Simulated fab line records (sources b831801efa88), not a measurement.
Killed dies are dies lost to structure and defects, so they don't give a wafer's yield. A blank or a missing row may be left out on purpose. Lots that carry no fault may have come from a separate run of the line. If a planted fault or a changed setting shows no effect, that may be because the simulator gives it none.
Matching of chambers | flow sky130 | SKY_POLY_CUT_ETCH_10 on rieDiel-01 has 4 sister chambers
The step etches BARC in N2/H2, stops on SiO2, time 45.9 s, target depth 60 nm. 16 wafers are shown with their chamber, then 8 later ones without.

## WAFERS, EACH WITH ITS CHAMBER
wafer  | chamber | oesProductAu (a.u.) | throttleValvePct (%) | chamberPressureMTorr (mTorr)
L074.1 | 3       | 0.852               | 13.215               | 30.026
L074.3 | 0       | 0.861               | 13.236               | 30.070
L074.4 | 1       | 0.856               | 13.231               | 30.000
L078.2 | 3       | 0.855               | 13.233               | 29.963
L078.3 | 0       | 0.856               | 13.234               | 29.973
L078.4 | 1       | 0.856               | 13.206               | 30.034
L083.1 | 0       | 0.858               | 13.232               | 29.975
L083.2 | 3       | 0.853               | 13.220               | 30.005
L083.4 | 2       | 0.854               | 13.220               | 29.984
L084.2 | 0       | 0.856               | 13.223               | 29.971
L084.5 | 1       | 0.854               | 13.228               | 29.943
L084.6 | 0       | 0.860               | 13.216               | 30.019
L087.3 | 2       | 0.848               | 13.218               | 29.985
L087.4 | 3       | 0.853               | 13.213               | 30.025
L087.6 | 2       | 0.849               | 13.210               | 29.977
L089.2 | 0       | 0.846               | 13.211               | 30.011

SIGNATURES, as means of the wafers listed above
reading              | chamber 0 | chamber 1 | chamber 2 | chamber 3 | scatter within a chamber
oesProductAu         | 0.85617   | 0.85533   | 0.85033   | 0.85325   | 0.0038
throttleValvePct     | 13.22533  | 13.22167  | 13.21600  | 13.22025  | 0.01
chamberPressureMTorr | 30.00317  | 29.99233  | 29.98200  | 30.00475  | 0.0346
Rule: for each reading, subtract the chamber's mean from the wafer's reading, divide by that reading's scatter and square the result; add these up over the readings and take the root, which gives the wafer's distance from the chamber. If the next closest chamber is less than 2 further off than the closest, the wafer can't be placed; otherwise it belongs to the closest. The scatter is the square root of a quotient: the sum, over the shown wafers, of each reading's squared deviation from its chamber's mean, divided by wafers minus chambers.

## WAFERS WHOSE CHAMBER IS MISSING
wafer  | oesProductAu (a.u.) | throttleValvePct (%) | chamberPressureMTorr (mTorr)
L089.3 | 0.865               | 13.220               | 30.009
L089.5 | 0.857               | 13.229               | 30.016
L095.2 | 0.862               | 13.230               | 30.046
L095.5 | 0.851               | 13.230               | 29.999
L095.6 | 0.858               | 13.227               | 30.002
L097.2 | 0.853               | 13.197               | 29.959
L097.4 | 0.858               | 13.225               | 29.924
L097.5 | 0.855               | 13.222               | 29.989

## EACH ONE'S CHAMBER
wafer  | from the rows above               | in truth
L089.3 | can't be placed: 0 or 1 or 3 or 2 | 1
L089.5 | can't be placed: 0 or 1 or 3 or 2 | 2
L095.2 | can't be placed: 0 or 1 or 3 or 2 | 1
L095.5 | can't be placed: 3 or 1 or 0 or 2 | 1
L095.6 | can't be placed: 0 or 1 or 3 or 2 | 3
L097.2 | can't be placed: 2 or 3 or 1 or 0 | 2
L097.4 | can't be placed: 1 or 0 or 3 or 2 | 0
L097.5 | can't be placed: 1 or 0 or 3 or 2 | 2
Placed correctly: 0 of 8. Can't be placed from these rows: 8 (the true chamber is among the candidates in 8). Placed wrongly: 0.
